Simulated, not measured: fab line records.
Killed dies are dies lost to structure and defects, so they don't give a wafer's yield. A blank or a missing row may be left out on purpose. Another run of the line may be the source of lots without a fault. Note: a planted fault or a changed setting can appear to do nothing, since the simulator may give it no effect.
Matching of chambers ; flow sfq_line ; SFQ_TRILAYER_I1_CMP_CMP_046 on cmp-01 has 4 sister chambers
The step polishes SiO2. 16 wafers are shown with their chamber, then 8 later ones without.

WAFERS PAIRED WITH THEIR CHAMBERS
wafer;chamber;motor_current_A (A);time_to_endpoint_s (s)
L183.1;3;11.4;214
L183.2;2;9.2;216
L183.5;1;11.9;221
L186.4;0;10.8;221
L186.3;3;11.6;212
L186.6;0;12.2;226
L190.3;0;11.3;205
L190.6;1;11.6;202
L191.2;1;11.5;205
L191.3;0;12.1;198
L192.4;3;11.5;222
L192.6;0;11.8;215
L198.2;2;9.6;209
L198.5;3;11.8;217
L198.6;0;11.9;226
L200.3;2;9.4;211

SIGNATURES, as means of the wafers listed above
reading;chamber 0;chamber 1;chamber 2;chamber 3;scatter within a chamber
motor_current_A;11.683;11.667;9.400;11.575;0.374
time_to_endpoint_s;215.17;209.33;212.00;216.25;8.94
Rule: a wafer lies at a distance from a chamber equal to the root of the sum of squares, over the readings, of (its reading less the chamber's mean, divided by the reading's scatter). If the next closest chamber is less than 2 further off than the closest, the wafer can't be placed; otherwise it belongs to the closest. How the scatter is found: for the shown wafers, subtract from each reading the mean of its chamber, square and add these, divide the total by (wafers less chambers), then take the root.

WAFERS WITHOUT THEIR CHAMBER
wafer;motor_current_A (A);time_to_endpoint_s (s)
L200.5;12.0;222
L200.6;11.6;222
L201.3;11.2;211
L201.1;11.7;211
L201.2;9.9;216
L204.1;11.1;210
L204.2;9.7;211
L204.5;11.4;219

WHICH CHAMBER EACH ONE RAN IN
wafer;from the rows above;in truth
L200.5;can't be placed: 0 or 3 or 1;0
L200.6;can't be placed: 3 or 0 or 1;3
L201.3;can't be placed: 3 or 1 or 0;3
L201.1;can't be placed: 1 or 0 or 3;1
L201.2;2;2
L204.1;can't be placed: 3 or 1 or 0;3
L204.2;2;2
L204.5;can't be placed: 3 or 0 or 1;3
Correctly placed: 2 of 8. Cannot be placed on the basis of these rows: 6; the candidates contain the true chamber in 6. Wrongly placed: 0.
